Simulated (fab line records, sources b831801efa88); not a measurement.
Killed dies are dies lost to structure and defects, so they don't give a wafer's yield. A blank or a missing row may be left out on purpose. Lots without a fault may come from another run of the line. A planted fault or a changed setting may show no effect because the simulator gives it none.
Which tool did it? | flow sky130 | 10 lots, 30 wafers sampled, at 4 steps of a route of 708

WHAT THE GAUGES READ, wafer by wafer
SKY_METAL1_CD_MEAS_15: target cd 140 nm.
lot  | measured     | on        | cd_nm (nm)
L255 | day 33 12:47 | cd_sem-01 | 138.6 138.7 140.7
L257 | day 34 02:03 | cd_sem-01 | 142.0 141.8 141.3
L256 | day 34 05:31 | cd_sem-01 | 140.6 141.3 142.6
L258 | day 34 11:28 | cd_sem-02 | 139.1 137.9 139.6
L259 | day 34 13:49 | cd_sem-02 | 141.0 141.5 141.8
L260 | day 34 22:22 | cd_sem-01 | 140.7 140.1 140.7
L261 | day 35 01:24 | cd_sem-02 | 138.8 138.0 139.2
L267 | day 36 22:58 | cd_sem-02 | 139.5 140.6 140.2
L269 | day 37 14:12 | cd_sem-02 | 143.1 141.4 142.2
L278 | day 39 12:37 | cd_sem-02 | 137.9 139.3 137.2

WHICH TOOL RAN EACH LOT (tool, then ch and the chambers of the sampled wafers, then the start)
lot  | SKY_CONTACT_ETCH_16                | SKY_CONTACT_CMP_27            | SKY_METAL1_DEVELOP_14
L255 | rie_diel-01 ch 2,3, day 32 08:31   | cmp-01 ch 1,3, day 32 09:42   | litho_track-01 ch 0, day 33 12:00
L257 | rie_diel-01 ch 1,2,3, day 32 21:33 | cmp-02 ch 1,2,3, day 32 22:47 | litho_track-04 ch 0, day 34 01:00
L256 | rie_diel-03 ch 0,2, day 33 00:32   | cmp-02 ch 0,2,3, day 33 01:37 | litho_track-02 ch 0, day 34 05:00
L258 | rie_diel-02 ch 2,3, day 33 07:11   | cmp-02 ch 2,3, day 33 08:25   | litho_track-04 ch 0, day 34 11:00
L259 | rie_diel-01 ch 0,3, day 33 11:01   | cmp-02 ch 1,2, day 33 12:12   | litho_track-01 ch 0, day 34 13:00
L260 | rie_diel-03 ch 0,3, day 33 18:40   | cmp-02 ch 0,1, day 33 19:53   | litho_track-04 ch 0, day 34 22:00
L261 | rie_diel-03 ch 0,1,3, day 33 21:09 | cmp-02 ch 1,2,3, day 33 22:14 | litho_track-04 ch 0, day 35 01:00
L267 | rie_diel-02 ch 0,1,3, day 35 20:04 | cmp-01 ch 0,1, day 35 21:11   | litho_track-04 ch 0, day 36 22:00
L269 | rie_diel-03 ch 2,3, day 36 10:26   | cmp-02 ch 2,3, day 36 11:32   | litho_track-04 ch 0, day 37 14:00
L278 | rie_diel-01 ch 0,2,3, day 38 10:50 | cmp-01 ch 0,1,3, day 38 12:05 | litho_track-01 ch 0, day 39 12:00
- SKY_CONTACT_ETCH_16: etches BARC in N2/H2, stops on SiO2, time 45.9 s, target depth 60 nm.
- SKY_CONTACT_CMP_27: polishes, stops on SiO2, t overpolish 15 s, target thk 0 nm.
- SKY_METAL1_DEVELOP_14: develop time 58.85 s.

THE ANSWER, worked out from the rows above alone
Rule: what is usual is taken from the lots themselves. Put in order of their means at a reading, lots are off if they are a third of the lots or fewer, leave a main group of 4 or more, and stand apart from it by a gap of 3 or more times the standard deviation of the main group's means; of several such gaps the widest counts. A main group whose means are all the same, to the digits that the tables above print for the reading, isn't used. A lot without any number at a reading at which 4 lots or more have one is off too. The other lots that the step has rows for count as sound.
No lot is off at any reading shown: from this, nothing can be told.

WHAT THE SIMULATOR HAD PUT IN
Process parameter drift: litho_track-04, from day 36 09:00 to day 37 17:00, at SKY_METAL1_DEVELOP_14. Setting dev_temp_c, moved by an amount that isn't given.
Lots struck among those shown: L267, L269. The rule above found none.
